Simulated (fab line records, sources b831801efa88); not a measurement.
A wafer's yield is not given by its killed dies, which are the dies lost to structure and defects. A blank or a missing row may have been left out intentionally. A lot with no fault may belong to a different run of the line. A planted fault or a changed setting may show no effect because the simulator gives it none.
Comparing a struck lot with a sound one | flow gf180mcu | 14 steps out of a route of 602
Sound: the wafers L394.1, L394.3, L394.4. Wafers L400.1, L400.5, L400.6 were the ones struck. The cause comes at the end.
At each step with rows: each side's tool, then ch and its chambers, then its first start. Under that, the readings that differ: sound wafers | struck wafers | difference of the means | sigmas: that difference in standard deviations of wafers without a fault.
alike: readings with means less than 2 such deviations apart, plus words and numbers identical on both sides. not compared: withheld readings, readings lacking a value on some wafer, bounds such as >300 that could conceal the same value, and numbers that have no deviation in the record and whose values overlap.
The two part at a step that has a row with sigmas, a row that says differs or no value, or rows on one side only. Numbers that don't overlap but have no deviation are shown without sigmas and don't part them. Lack of a reading on every wafer of one side parts them only where that side has two or more wafers.

GF_HV_LDD_RS_MEAS_53: uses a four-point probe to measure.
  sound: film-metro-04 at day 12 10:45; struck: film-metro-02 at day 14 10:04
  alike: HV_LDD_RS
then, 1 step without rows for these wafers: GF_HV_LDD_CVD_54 (deposits SiO2 from TEOS, target thk 10 nm, time 75 s).
GF_HV_LDD_THK_MEAS_55:
  sound: film-metro-02 at day 12 11:53; struck: film-metro-04 at day 14 11:13
  alike: HV_LDD_CVD_54_THK
then, 1 step without rows for these wafers: GF_HV_LDD_CVD_56 (deposits Si3N4 from DCS/NH3, target thk 90 nm, time 1543 s).
GF_HV_LDD_THK_MEAS_57:
  sound: film-metro-01 at day 12 13:23; struck: film-metro-01 at day 14 12:42
  alike: HV_LDD_CVD_56_THK
GF_HV_LDD_ETCHBACK_58: etches Si3N4 in CH3F/O2, stops on SiO2, time 100 s, target depth 90 nm.
  sound on rie-diel-04 ch 1,2, day 12 13:26; struck on rie-diel-03 ch 0,2,3, day 14 12:46
  alike: chamber-pressure-mTorr, drypump-motor-current-A, oes-product-au, throttle-valve-pct
  not compared: rf-hours-counter-h
then, 6 steps without rows for these wafers: GF_NSD_DEHYDRATE_00 (time 60 s); GF_NSD_HMDS_01 (prime time 60 s); GF_NSD_COAT_02 (resist thk 1000 nm); GF_NSD_SOFTBAKE_03 (time 60 s); GF_NSD_EXPOSE_04 (exposes mask Nplus, target cd 400 nm); GF_NSD_PEB_05.
GF_NSD_DEVELOP_06: develop time 60 s.
  sound on litho-track-02 ch 0, day 13 09:06; struck on litho-track-04, day 15 09:49
  no value came back on the struck wafers for chill-plate-temp-C (C), develop-time-s (s); on the sound wafers chill-plate-temp-C (C) reads 23.08 23.12 23.02
GF_NSD_CD_MEAS_07: the cd target is 400 nm.
  sound: cd-sem-02 at day 13 09:15; struck: cd-sem-02 at day 15 09:58
  reading    | sound             | struck | difference                    | sigmas
  cd-nm (nm) | 400.1 400.5 402.3 | - - -  | no value on the struck wafers |

== WHERE THEY PART ==
Last at GF_NSD_CD_MEAS_07 as far as this record goes, first at GF_NSD_DEVELOP_06.

WHY: whatever the simulator had introduced
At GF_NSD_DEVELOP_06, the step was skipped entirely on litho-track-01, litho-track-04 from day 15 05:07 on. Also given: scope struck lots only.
